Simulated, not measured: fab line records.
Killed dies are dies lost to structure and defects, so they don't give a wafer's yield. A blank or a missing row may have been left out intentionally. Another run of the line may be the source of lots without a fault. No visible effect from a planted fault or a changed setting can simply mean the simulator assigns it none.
A sampling plan put to the test | flow sky130 | one fab line, 34 faults that these records tell of, each judged on the records of the lots that it struck
The plan is the line's own looks: the steps of the route at which a gauge or an inspection reads the wafer and doesn't change it. Where struck wafers have a number at a look and the file lists that look's usual mean and standard deviation on fault-free wafers, the look can be judged. Caught: 4 or more of those standard deviations (sigma) separate the usual mean from the mean of the struck wafers at a look after the fault's first step. On the tool: the identical test, applied to the tool's own readings at the steps of the fault. A different recipe on the struck wafers counts as caught too, as does a record blank only for those wafers.

## THE FAULTS, as the simulator had put them in
1. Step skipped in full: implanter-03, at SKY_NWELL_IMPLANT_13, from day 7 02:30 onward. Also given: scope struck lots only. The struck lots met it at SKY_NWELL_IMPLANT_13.
2. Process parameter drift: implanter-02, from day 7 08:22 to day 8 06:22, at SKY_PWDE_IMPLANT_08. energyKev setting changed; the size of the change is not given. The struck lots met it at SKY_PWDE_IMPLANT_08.
3. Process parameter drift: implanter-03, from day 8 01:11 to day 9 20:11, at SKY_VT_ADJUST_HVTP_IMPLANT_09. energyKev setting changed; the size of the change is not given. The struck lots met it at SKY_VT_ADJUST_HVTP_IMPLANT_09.
4. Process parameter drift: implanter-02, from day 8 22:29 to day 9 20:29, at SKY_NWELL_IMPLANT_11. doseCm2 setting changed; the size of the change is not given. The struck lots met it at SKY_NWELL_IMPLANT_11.
5. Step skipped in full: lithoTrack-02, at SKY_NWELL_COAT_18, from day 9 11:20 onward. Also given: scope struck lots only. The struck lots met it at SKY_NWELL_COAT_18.
6. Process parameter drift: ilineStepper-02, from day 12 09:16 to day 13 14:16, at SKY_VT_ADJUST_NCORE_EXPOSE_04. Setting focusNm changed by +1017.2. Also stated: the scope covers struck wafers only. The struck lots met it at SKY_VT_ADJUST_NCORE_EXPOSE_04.
7. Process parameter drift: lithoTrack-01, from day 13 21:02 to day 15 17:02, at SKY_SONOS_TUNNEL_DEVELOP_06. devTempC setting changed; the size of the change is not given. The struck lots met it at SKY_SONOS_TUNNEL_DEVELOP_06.
8. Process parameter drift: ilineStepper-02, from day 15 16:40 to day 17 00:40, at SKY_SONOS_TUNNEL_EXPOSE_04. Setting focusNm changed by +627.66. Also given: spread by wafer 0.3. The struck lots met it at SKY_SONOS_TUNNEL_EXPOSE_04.
9. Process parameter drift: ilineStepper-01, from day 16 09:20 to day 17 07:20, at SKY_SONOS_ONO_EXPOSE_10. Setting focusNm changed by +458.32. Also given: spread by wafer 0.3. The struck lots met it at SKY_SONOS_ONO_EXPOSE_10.
10. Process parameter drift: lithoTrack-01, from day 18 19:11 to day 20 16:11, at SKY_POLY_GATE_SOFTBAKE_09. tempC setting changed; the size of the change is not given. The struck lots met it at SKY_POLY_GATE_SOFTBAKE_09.
11. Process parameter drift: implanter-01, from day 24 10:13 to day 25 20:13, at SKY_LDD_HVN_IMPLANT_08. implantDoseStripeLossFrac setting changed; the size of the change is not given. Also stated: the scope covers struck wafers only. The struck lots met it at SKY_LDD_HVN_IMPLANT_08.
12. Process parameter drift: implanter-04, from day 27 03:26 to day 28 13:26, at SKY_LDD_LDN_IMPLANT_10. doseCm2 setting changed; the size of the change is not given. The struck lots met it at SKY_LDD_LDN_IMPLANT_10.
13. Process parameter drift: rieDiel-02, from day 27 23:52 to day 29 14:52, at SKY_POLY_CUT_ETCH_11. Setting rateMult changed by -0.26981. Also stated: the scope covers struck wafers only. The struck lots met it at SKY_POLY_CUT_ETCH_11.
14. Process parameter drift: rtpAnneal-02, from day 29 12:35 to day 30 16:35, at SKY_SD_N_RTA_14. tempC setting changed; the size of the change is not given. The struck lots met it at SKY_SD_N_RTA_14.
15. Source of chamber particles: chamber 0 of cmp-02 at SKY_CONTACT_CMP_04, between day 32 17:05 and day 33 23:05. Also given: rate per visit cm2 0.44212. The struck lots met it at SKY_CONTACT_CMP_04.
16. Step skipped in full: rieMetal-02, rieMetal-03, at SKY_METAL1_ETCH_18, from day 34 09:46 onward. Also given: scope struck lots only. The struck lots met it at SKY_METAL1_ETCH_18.
17. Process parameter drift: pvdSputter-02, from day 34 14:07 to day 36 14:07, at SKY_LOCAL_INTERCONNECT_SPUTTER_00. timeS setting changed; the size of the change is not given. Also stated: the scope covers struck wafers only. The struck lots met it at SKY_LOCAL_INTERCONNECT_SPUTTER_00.
18. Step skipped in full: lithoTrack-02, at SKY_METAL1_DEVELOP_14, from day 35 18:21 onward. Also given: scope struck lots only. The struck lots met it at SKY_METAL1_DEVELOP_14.
19. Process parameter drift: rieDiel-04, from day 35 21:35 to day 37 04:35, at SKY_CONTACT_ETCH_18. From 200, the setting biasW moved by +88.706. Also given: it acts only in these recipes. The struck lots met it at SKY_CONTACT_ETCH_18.
20. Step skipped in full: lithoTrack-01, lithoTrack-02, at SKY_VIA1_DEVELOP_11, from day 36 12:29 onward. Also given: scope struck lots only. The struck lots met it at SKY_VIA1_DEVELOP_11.
21. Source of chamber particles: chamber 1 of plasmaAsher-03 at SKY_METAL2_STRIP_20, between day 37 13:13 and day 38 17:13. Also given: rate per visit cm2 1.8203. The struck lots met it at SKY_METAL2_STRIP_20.
22. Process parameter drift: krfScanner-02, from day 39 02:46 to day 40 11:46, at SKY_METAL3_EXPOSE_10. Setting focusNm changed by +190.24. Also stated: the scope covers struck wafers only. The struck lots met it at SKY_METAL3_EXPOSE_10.
23. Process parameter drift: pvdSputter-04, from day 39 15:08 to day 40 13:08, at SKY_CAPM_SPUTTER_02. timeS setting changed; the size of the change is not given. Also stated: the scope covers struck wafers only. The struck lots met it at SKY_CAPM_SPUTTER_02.
24. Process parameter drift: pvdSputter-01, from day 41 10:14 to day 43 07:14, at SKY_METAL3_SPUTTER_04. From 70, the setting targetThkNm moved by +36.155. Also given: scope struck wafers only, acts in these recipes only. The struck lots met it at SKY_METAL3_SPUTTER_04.
25. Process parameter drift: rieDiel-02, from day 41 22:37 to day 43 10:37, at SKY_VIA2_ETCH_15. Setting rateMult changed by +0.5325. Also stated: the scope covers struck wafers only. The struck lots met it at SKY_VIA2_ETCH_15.
26. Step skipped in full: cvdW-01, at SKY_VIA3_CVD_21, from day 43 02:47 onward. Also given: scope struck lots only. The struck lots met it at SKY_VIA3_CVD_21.
27. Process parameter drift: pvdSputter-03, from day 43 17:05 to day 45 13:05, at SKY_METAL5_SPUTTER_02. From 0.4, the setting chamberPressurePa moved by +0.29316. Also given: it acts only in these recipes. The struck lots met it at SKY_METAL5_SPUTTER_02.
28. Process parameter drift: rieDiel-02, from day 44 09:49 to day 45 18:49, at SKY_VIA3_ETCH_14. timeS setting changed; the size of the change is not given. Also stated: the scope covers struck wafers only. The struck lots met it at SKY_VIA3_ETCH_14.
29. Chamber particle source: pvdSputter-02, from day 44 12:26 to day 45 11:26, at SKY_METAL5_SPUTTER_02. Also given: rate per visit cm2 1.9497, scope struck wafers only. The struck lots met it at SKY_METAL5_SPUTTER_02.
30. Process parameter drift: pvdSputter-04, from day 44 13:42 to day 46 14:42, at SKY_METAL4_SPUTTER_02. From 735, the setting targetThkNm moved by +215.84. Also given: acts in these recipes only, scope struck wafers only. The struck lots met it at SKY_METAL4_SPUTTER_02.
31. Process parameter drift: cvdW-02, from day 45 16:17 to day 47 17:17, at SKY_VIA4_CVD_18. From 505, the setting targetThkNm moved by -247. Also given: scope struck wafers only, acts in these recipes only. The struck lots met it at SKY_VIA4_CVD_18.
32. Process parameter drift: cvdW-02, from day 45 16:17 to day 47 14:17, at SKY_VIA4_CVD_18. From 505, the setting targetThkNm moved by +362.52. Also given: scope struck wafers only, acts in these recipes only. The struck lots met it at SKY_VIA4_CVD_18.
33. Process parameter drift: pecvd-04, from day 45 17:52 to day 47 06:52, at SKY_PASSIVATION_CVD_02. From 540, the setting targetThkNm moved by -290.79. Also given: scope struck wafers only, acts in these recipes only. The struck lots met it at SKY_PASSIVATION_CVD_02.
34. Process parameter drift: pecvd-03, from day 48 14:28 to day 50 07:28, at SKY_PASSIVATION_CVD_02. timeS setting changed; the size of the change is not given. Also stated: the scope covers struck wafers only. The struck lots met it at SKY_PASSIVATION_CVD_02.

## WHAT THE PLAN SAW
fault | on the tool itself                               | first look that catches it                      | reading, sigma                                       | median hours from its first step to that look | hours from the fault's start to the first struck lot there | judged looks passed uncaught
1     | the tool's record is blank for the struck wafers | SKY_NWELL_RS_MEAS_29                            | NWELL_RS +12                                         | 20.4                                          | 22                                                         | 0
2     | beamEnergyKeV +99 or beyond sigma                | none of the 2 looks that can be judged after it | strongest: PWDE_RS at SKY_NWELL_RS_MEAS_31, -2.5     | -                                             | -                                                          | 2
3     | beamEnergyKeV -99 or beyond sigma                | SKY_VT_ADJUST_HVTP_TW_MEAS_11                   | VT_ADJUST_HVTP_TW -5.5                               | 0.2                                           | 17                                                         | 0
4     | doseIonsCm2 +99 or beyond sigma                  | SKY_NWELL_TW_MEAS_15                            | NWELL_TW +99 or beyond                               | 0.5                                           | 7                                                          | 0
5     | the tool's record is blank for the struck wafers | no look after it can be judged                  | -                                                    | -                                             | -                                                          | 0
6     | under 2 sigma                                    | SKY_VT_ADJUST_NCORE_CD_MEAS_07                  | cdNm -8.9                                            | 12.0                                          | 24                                                         | 0
7     | developerTempC -19 sigma                         | not the one look that can be judged after it    | strongest: cdNm at SKY_SONOS_TUNNEL_CD_MEAS_07, +3.2 | -                                             | -                                                          | 1
8     | exposureDoseMJCm2 -5.2 sigma                     | none of the 2 looks that can be judged after it | strongest: cdNm at SKY_SONOS_TUNNEL_CD_MEAS_07, +3.1 | -                                             | -                                                          | 2
9     | under 2 sigma                                    | SKY_SONOS_ONO_CD_MEAS_13                        | cdNm -15                                             | 13.4                                          | 18                                                         | 0
10    | plateTempC -46 sigma                             | not the one look that can be judged after it    | -                                                    | -                                             | -                                                          | 1
11    | no reading that can be judged                    | SKY_LDD_HVN_TW_MEAS_10                          | LDD_HVN_TW -7.1                                      | 0.2                                           | 17                                                         | 0
12    | doseIonsCm2 -99 or beyond sigma                  | SKY_LDD_LDN_TW_MEAS_13                          | LDD_LDN_TW -9.3                                      | 0.4                                           | 9                                                          | 0
13    | under 2 sigma                                    | no look after it can be judged                  | -                                                    | -                                             | -                                                          | 0
14    | wafer_temp_C_max +5.6 sigma                      | SKY_SD_N_RS_MEAS_16                             | SD_N_RS -10                                          | 0.2                                           | 9                                                          | 0
15    | under 2 sigma                                    | no look after it can be judged                  | -                                                    | -                                             | -                                                          | 0
16    | the tool's record is blank for the struck wafers | no look after it can be judged                  | -                                                    | -                                             | -                                                          | 0
17    | under 2 sigma                                    | SKY_LOCAL_INTERCONNECT_RS_MEAS_01               | LOCAL_INTERCONNECT_TIN_RS +24                        | 0.1                                           | 1                                                          | 0
18    | no reading that can be judged                    | no look after it can be judged                  | -                                                    | -                                             | -                                                          | 0
19    | biasW +99 or beyond sigma                        | not the one look that can be judged after it    | -                                                    | -                                             | -                                                          | 1
20    | no reading that can be judged                    | no look after it can be judged                  | -                                                    | -                                             | -                                                          | 0
21    | under 2 sigma                                    | not the one look that can be judged after it    | -                                                    | -                                             | -                                                          | 1
22    | no reading that can be judged                    | SKY_METAL3_CD_MEAS_13                           | cdNm -11                                             | 11.5                                          | 12                                                         | 0
23    | under 2 sigma                                    | SKY_CAPM_THK_MEAS_04                            | CAPM_TIN_THK -4.5                                    | 0.2                                           | 15                                                         | 1
24    | under 2 sigma                                    | not the one look that can be judged after it    | -                                                    | -                                             | -                                                          | 1
25    | under 2 sigma                                    | no look after it can be judged                  | -                                                    | -                                             | -                                                          | 0
26    | the tool's record is blank for the struck wafers | SKY_VIA3_RS_MEAS_22                             | VIA3_W_RS +99 or beyond                              | 0.1                                           | 7                                                          | 0
27    | chamberPressurePa +99 or beyond sigma            | SKY_METAL5_RS_MEAS_05                           | METAL5_ALCU_RS +15                                   | 0.1                                           | 4                                                          | 0
28    | runLengthS -36 sigma                             | no look after it can be judged                  | -                                                    | -                                             | -                                                          | 0
29    | under 2 sigma                                    | not the one look that can be judged after it    | -                                                    | -                                             | -                                                          | 1
30    | under 2 sigma                                    | none of the 2 looks that can be judged after it | -                                                    | -                                             | -                                                          | 2
31    | under 2 sigma                                    | SKY_VIA4_RS_MEAS_19                             | VIA4_W_RS +74                                        | 0.1                                           | 2                                                          | 0
32    | under 2 sigma                                    | SKY_VIA4_RS_MEAS_19                             | VIA4_W_RS -30                                        | 0.1                                           | 20                                                         | 0
33    | under 2 sigma                                    | SKY_PASSIVATION_THK_MEAS_03                     | PASSIVATION_CVD_02_THK -36                           | 0.3                                           | 2                                                          | 0
34    | under 2 sigma                                    | SKY_PASSIVATION_THK_MEAS_03                     | PASSIVATION_CVD_02_THK +5.7                          | 0.5                                           | 11                                                         | 0
A dash: the fault is not caught, or the number is missing from these records.

Caught at a look: 17 of 34. Caught on the tool: 15 of 34. By one or the other: 25 of 34.
Caught on the tool alone: faults 2, 5, 7, 8, 10, 16, 19, 28.
Caught at a look alone: faults 6, 9, 11, 17, 22, 23, 31, 32, 33, 34.
Caught by neither: faults 13, 15, 18, 20, 21, 24, 25, 29, 30.

## THINNER SAMPLING
Were the look that catches a fault to measure just every second or every third lot (counted by lot number), the first struck lot would, at worst, be measured this late:
fault | struck lots at that look, in order of time | every lot | every second lot | every third lot
1     | L456, L457                                 | 22 h      | 28 h             | may miss all 2
3     | L582, L584                                 | 17 h      | may miss all 2   | may miss all 2
4     | L803, L805                                 | 7 h       | may miss all 2   | may miss all 2
6     | L944, L945                                 | 24 h      | 32 h             | may miss all 2
9     | L174, L175                                 | 18 h      | 25 h             | may miss all 2
11    | L185, L186                                 | 17 h      | 26 h             | may miss all 2
12    | L334, L336                                 | 9 h       | may miss all 2   | may miss all 2
14    | L736, L738                                 | 9 h       | may miss all 2   | may miss all 2
17    | L752, L755                                 | 1 h       | 31 h             | may miss all 2
22    | L733, L736                                 | 12 h      | 34 h             | may miss all 2
23    | L214                                       | 15 h      | may miss it      | may miss it
26    | L430, L431                                 | 7 h       | 13 h             | may miss all 2
27    | L439, L441, L442                           | 4 h       | 25 h             | may miss all 3
31    | L976, L978                                 | 2 h       | may miss all 2   | may miss all 2
32    | L782, L783                                 | 20 h      | 23 h             | may miss all 2
33    | L386, L387                                 | 2 h       | 9 h              | may miss all 2
34    | L744, L745                                 | 11 h      | 13 h             | may miss all 2
Hours: fault start to first struck lot measured. The limit of 4 sigma was tested on all struck wafers together, so one lot alone may lie under it. Other struck lots may not be in these records.

## THE LONGEST TIMED WAY FROM STEP TO LOOK
In fault 1, a median of 20.4 hours elapses between SKY_NWELL_IMPLANT_13 and SKY_NWELL_RS_MEAS_29. No look between them can be judged.
